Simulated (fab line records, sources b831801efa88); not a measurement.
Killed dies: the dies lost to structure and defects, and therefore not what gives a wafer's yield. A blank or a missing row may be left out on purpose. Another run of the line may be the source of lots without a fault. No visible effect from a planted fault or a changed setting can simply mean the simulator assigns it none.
Check for tools in common -- flow sky130 -- 13 lots and 37 wafers in the sample

== THE REASON FOR OPENING IT ==
SKY_VT_ADJUST_LVTN_TW_MEAS_21, reading VT_ADJUST_LVTN_2_TW: flagged on 1 of 13 lots. Wafers without a fault read 186.7, standard deviation 0.68.
Rule: flag the lot when none of its wafers has a number, or when each of its wafers that has one lies beyond 4 standard deviations from that mean. The rest of the lots are taken to be sound.

lot,measured,on,"VT_ADJUST_LVTN_2_TW, wafer by wafer",flag
L726,day 7 20:58,filmMetro-02,186.1 185.4 186.1,
L727,day 7 23:09,filmMetro-02,185.9 186.5 186.9,
L728,day 8 07:42,filmMetro-03,187.4 186.8 187.0,
L729,day 8 14:11,filmMetro-02,186.1 186.4 185.7,
L730,day 8 23:28,filmMetro-02,186.6 185.1 186.2,
L731,day 9 03:15,filmMetro-03,187.3 187.2 187.2,
L733,day 10 00:09,filmMetro-03,188.2 187.4 187.9,
L736,day 10 19:51,filmMetro-04,186.0 186.5 188.5,
L738,day 11 08:59,filmMetro-03,186.4 187.1,
L741,day 12 03:47,filmMetro-02,186.6 187.1 186.7,
L742,day 12 07:33,filmMetro-04,29.9 29.8 29.9,FLAGGED
L743,day 12 14:35,filmMetro-02,187.9 186.4,
L747,day 13 18:50,filmMetro-04,186.6 187.0 187.1,
The numbers of the flagged lots are 29.9 on average: -156.8 against the usual, or -99 or more standard deviations.

== WHICH TOOL RAN EACH LOT ==
The record holds 3 process steps before the reading, out of a route of 708 steps. Each cell gives the tool, then ch followed by the chambers the sampled wafers passed through, then the start.
lot,flag,SKY_PWDE_STRIP_09,SKY_VT_ADJUST_LVTN_STRIP_09,SKY_VT_ADJUST_LVTN_STRIP_20
L726,,"plasmaAsher-04 ch 0,1, day 3 23:17","plasmaAsher-04 ch 1, day 7 01:21","plasmaAsher-01 ch 0,1, day 7 20:51"
L727,,"plasmaAsher-01 ch 0,1, day 4 01:21","plasmaAsher-04 ch 0,1, day 7 02:56","plasmaAsher-04 ch 0,1, day 7 23:03"
L728,,"plasmaAsher-02 ch 0,1, day 4 08:32","plasmaAsher-01 ch 0,1, day 7 11:11","plasmaAsher-01 ch 0,1, day 8 07:36"
L729,,"plasmaAsher-02 ch 0, day 4 13:20","plasmaAsher-01 ch 0,1, day 7 17:21","plasmaAsher-01 ch 0,1, day 8 14:05"
L730,,"plasmaAsher-01 ch 0,1, day 4 19:42","plasmaAsher-04 ch 0,1, day 8 01:47","plasmaAsher-01 ch 0,1, day 8 23:21"
L731,,"plasmaAsher-01 ch 0,1, day 5 00:18","plasmaAsher-01 ch 0,1, day 8 05:16","plasmaAsher-03 ch 1, day 9 03:09"
L733,,"plasmaAsher-02 ch 0,1, day 5 17:29","plasmaAsher-03 ch 0,1, day 9 01:51","plasmaAsher-04 ch 0,1, day 10 00:03"
L736,,"plasmaAsher-04 ch 0, day 6 08:53","plasmaAsher-03 ch 0,1, day 9 19:45","plasmaAsher-03 ch 1, day 10 19:44"
L738,,"plasmaAsher-02 ch 0,1, day 6 20:44","plasmaAsher-01 ch 0, day 10 09:41","plasmaAsher-01 ch 1, day 11 08:53"
L741,,"plasmaAsher-01 ch 0,1, day 7 12:41","plasmaAsher-01 ch 0,1, day 11 05:36","plasmaAsher-01 ch 0,1, day 12 03:41"
L742,FLAGGED,"plasmaAsher-02 ch 0,1, day 7 15:15","plasmaAsher-03 ch 0,1, day 11 08:33","plasmaAsher-03 ch 0,1, day 12 07:26"
L743,,"plasmaAsher-02 ch 0, day 7 20:47","plasmaAsher-04 ch 0,1, day 11 14:17","plasmaAsher-01 ch 0,1, day 12 14:29"
L747,,"plasmaAsher-04 ch 0,1, day 8 19:47","plasmaAsher-04 ch 0,1, day 12 17:00","plasmaAsher-03 ch 0, day 13 18:44"
What is done by these steps:
- SKY_PWDE_STRIP_09: strips in O2/N2.
- SKY_VT_ADJUST_LVTN_STRIP_09: strips in O2/N2.
- SKY_VT_ADJUST_LVTN_STRIP_20: strips in O2/N2.
- SKY_VT_ADJUST_LVTN_TW_MEAS_21

== FLAGGED AGAINST TOTAL, ONE TOOL AT A TIME (gauges that did the reading follow at the end) ==
step,tool,lots run,flagged,share of the flagged lots,sound lots run after its first flagged lot
SKY_PWDE_STRIP_09,plasmaAsher-01,4,0,none,-
SKY_PWDE_STRIP_09,plasmaAsher-02,6,1,all,1 (L743)
SKY_PWDE_STRIP_09,plasmaAsher-04,3,0,none,-
SKY_VT_ADJUST_LVTN_STRIP_09,plasmaAsher-01,5,0,none,-
SKY_VT_ADJUST_LVTN_STRIP_09,plasmaAsher-03,3,1,all,0
SKY_VT_ADJUST_LVTN_STRIP_09,plasmaAsher-04,5,0,none,-
SKY_VT_ADJUST_LVTN_STRIP_20,plasmaAsher-01,7,0,none,-
SKY_VT_ADJUST_LVTN_STRIP_20,plasmaAsher-03,4,1,all,1 (L747)
SKY_VT_ADJUST_LVTN_STRIP_20,plasmaAsher-04,2,0,none,-
SKY_VT_ADJUST_LVTN_TW_MEAS_21,filmMetro-02,6,0,none,-
SKY_VT_ADJUST_LVTN_TW_MEAS_21,filmMetro-03,4,0,none,-
SKY_VT_ADJUST_LVTN_TW_MEAS_21,filmMetro-04,3,1,all,1 (L747)

== WHAT IS ALLOWED BY THE TABLE ==
4 rows of the table ran every flagged lot: plasmaAsher-02 at SKY_PWDE_STRIP_09, plasmaAsher-03 at SKY_VT_ADJUST_LVTN_STRIP_09, plasmaAsher-03 at SKY_VT_ADJUST_LVTN_STRIP_20, filmMetro-04 at SKY_VT_ADJUST_LVTN_TW_MEAS_21.
- plasmaAsher-02 at SKY_PWDE_STRIP_09 ran 6 lots, 1 of them flagged. Lots that were sound ran on it after the first flagged one (L743); a persistent fault on the entire tool would not allow that.
- plasmaAsher-03 at SKY_VT_ADJUST_LVTN_STRIP_09 ran 3 lots, 1 of them flagged. It ran its last sound lot, L736, at day 9 19:45 and its first flagged lot, L742, at day 11 08:33: a fault with its onset between the two fits. Its own readings (oesProductAu) fall more than 4 standard deviations out on all wafers of the flagged lots.
- plasmaAsher-03 at SKY_VT_ADJUST_LVTN_STRIP_20 ran 4 lots, 1 of them flagged. Lots that were sound ran on it after the first flagged one (L747); a persistent fault on the entire tool would not allow that. Its own readings (stripTimeToEndpointS) fall more than 4 standard deviations out on all wafers of the flagged lots.
- filmMetro-04 at SKY_VT_ADJUST_LVTN_TW_MEAS_21 ran 3 lots, 1 of them flagged. Lots that were sound ran on it after the first flagged one (L747); a persistent fault on the entire tool would not allow that.
What remains is a single tool, plasmaAsher-03 at SKY_VT_ADJUST_LVTN_STRIP_09.

== WHAT THE SIMULATOR HAD INSERTED ==
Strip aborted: plasmaAsher-03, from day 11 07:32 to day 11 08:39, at SKY_VT_ADJUST_LVTN_STRIP_09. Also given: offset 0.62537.
Struck lots among those shown: L742. The rule above found the same.
